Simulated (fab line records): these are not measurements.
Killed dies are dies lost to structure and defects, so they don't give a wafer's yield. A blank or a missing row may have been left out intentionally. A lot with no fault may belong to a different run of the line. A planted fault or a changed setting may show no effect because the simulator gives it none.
2 desks, one fault -- flow sky130 -- numbers are kept per desk, each desk with only its own; the story behind them comes last

## METROLOGY DESK
What the gauges read for every lot (on any tool): the sampled wafers with a number, averaged. A lot is out of limits, marked OUT, if its mean lies more than 4 standard deviations from the usual mean; the brackets give that distance.
Columns: A = cdNm at SKY_METAL3_CD_MEAS_13, usual 300.2 nm; B = VIA3_W_RS at SKY_VIA3_RS_MEAS_22, usual 0.294 ohm/sq
lot,first seen here,A,B
L518,day 38 03:19,300.1,0.291
L521,day 39 03:26,298.9,0.293
L522,day 39 10:30,300.5,0.295
L523,day 39 23:59,300.9,0.292
L524,day 40 11:35,302.9,0.292
L527,day 41 13:17,300.2,0.297
L531,day 42 12:42,300.0,0.294
L533,day 42 19:45,300.2,0.297
L536,day 43 19:52,301.4,0.298
L537,day 43 22:23,301.3,0.289
L538,day 44 05:36,299.4,0.298
L541,day 44 17:07,298.7,0.294
This desk's finding: nothing out of limits on any of the 12 lots.

## THE TOOL OWNER'S DESK: lithoTrack-03
Per lot that ran on this tool, the mean of the sampled wafers carrying a number, from the tool's own readings at SKY_VIA3_SOFTBAKE_08 (time 90 s). A lot is out of limits, marked OUT, if its mean lies more than 4 standard deviations from the usual mean; the brackets give that distance.
Columns: A = chillPlateTempC at SKY_VIA3_SOFTBAKE_08, usual 23.01 C; B = heaterPowerTotalW at SKY_VIA3_SOFTBAKE_08, usual 57.35 W; C = plateTempC at SKY_VIA3_SOFTBAKE_08, usual 100.01 C; D = resistLineTempC at SKY_VIA3_SOFTBAKE_08, usual 23.02 C
lot,first seen here,A,B,C,D
L518,day 38 17:00,23.07,57.37,100.04,23.04
L522,day 40 00:00,22.99,57.34,100.02,22.96
L523,day 40 14:00,22.96,57.45,99.86,22.97
L527,day 42 03:00,22.91,57.35,100.06,23.07
L531,day 43 01:00,23.07,56.07 (-11) OUT,98.39 (-12) OUT,22.94
L533,day 43 08:00,23.00,56.11 (-10) OUT,98.56 (-11) OUT,23.06
This desk finds L531, L533 out of limits, L531 being first, at day 43 01:00 (heaterPowerTotalW at SKY_VIA3_SOFTBAKE_08). Within limits: L518, L522, L523, L527.

## BROUGHT TOGETHER
The tool owner's desk could have raised an alarm at day 43 01:00, on L531, L533.
Nothing out of limits was seen by the metrology desk.
The metrology desk holds a record of L531, L533, inside its limits.
SKY_VIA3_SOFTBAKE_08 was run on lithoTrack-03 by each of the lots named.

## WHAT THE SIMULATOR PUT IN
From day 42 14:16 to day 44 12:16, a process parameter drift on lithoTrack-03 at SKY_VIA3_SOFTBAKE_08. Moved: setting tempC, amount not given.
Shown lots that were struck: L531, L533.
Hours from the fault's start to each desk's first reading out of limits: the tool owner's desk, 11.
